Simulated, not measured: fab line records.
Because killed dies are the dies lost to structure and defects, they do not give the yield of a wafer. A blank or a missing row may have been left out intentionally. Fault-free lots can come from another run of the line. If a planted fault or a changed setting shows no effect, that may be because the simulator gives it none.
A struck lot beside a sound one ; flow sky130 ; 14 steps out of a route of 708
Sound: wafers L620.1, L620.5, L620.6. Struck: wafers L630.3, L630.4, L630.5. At the end, the cause is stated.
Order at every step that has rows: each side's tool, ch and its chambers, its first start. Under that, the readings that differ: sound wafers ; struck wafers ; difference of the means ; sigmas: that difference in standard deviations of wafers without a fault.
alike: readings whose means differ by less than 2 such deviations, and words and numbers that are the same on both sides. not compared: withheld readings, readings that some wafer has no value for, bounds like >300 that may hide the same value, and numbers for which the record gives no deviation and whose values overlap.
The two part at a step that has a row with sigmas, a row that says differs or no value, or rows on one side only. When numbers do not overlap yet have no deviation, they are printed without sigmas and do not part them. A reading that every wafer of one side lacks parts them only if that side has two wafers or more.

first, 2 steps without rows for these wafers: SKY_PWDE_PEB_05; SKY_PWDE_DEVELOP_06 (develop time 60 s).
SKY_PWDE_OVL_MEAS_07:
  struck on overlay-02, day 6 09:20; sound on overlay-01, day 4 00:41
  alike: PWDE_OVL
then, 1 step without rows for these wafers: SKY_PWDE_IMPLANT_08.
SKY_PWDE_STRIP_09: strips in O2/N2.
  sound on plasma-asher-03 ch 0,1, day 4 00:52; struck on plasma-asher-02 ch 0,1, day 6 09:33
  alike: drypump-motor-current-A, oes-product-au, strip-time-to-endpoint-s
  not compared: rf-hours-counter-h
SKY_PWDE_TW_MEAS_10:
  struck on film-metro-04, day 6 09:38; sound on film-metro-04, day 4 00:58
  alike: PWDE_TW
then, 6 steps without rows for these wafers: SKY_NWELL_DEHYDRATE_03 (time 60 s); SKY_NWELL_HMDS_04 (prime time 60 s); SKY_NWELL_COAT_05 (resist thk 3000 nm); SKY_NWELL_SOFTBAKE_06; SKY_NWELL_EXPOSE_07 (exposes mask NWM, target cd 840 nm); SKY_NWELL_PEB_08.
SKY_NWELL_DEVELOP_09: develop time 60 s.
  struck on litho-track-02, day 7 04:00; sound on litho-track-04 ch 0, day 4 17:00
  no value came back on the struck wafers for chill-plate-temp-C (C), develop-time-s (s), exhaust-pa (Pa); on the sound wafers chill-plate-temp-C (C) reads 22.89 22.91 22.83
SKY_NWELL_OVL_MEAS_10:
  struck on overlay-02, day 7 04:32; sound on overlay-02, day 4 17:40
reading;sound;struck;difference;sigmas
NWELL_00_OVL (nm);-2.0 -1.6 -2.6;- - -;no value on the struck wafers;

== WHERE THEY PART ==
At SKY_NWELL_DEVELOP_09 first; at SKY_NWELL_OVL_MEAS_10 last (within this record only).

WHY: the cause the simulator had injected
Beginning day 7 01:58, the whole step at SKY_NWELL_DEVELOP_09 was skipped on litho-track-02. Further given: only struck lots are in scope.
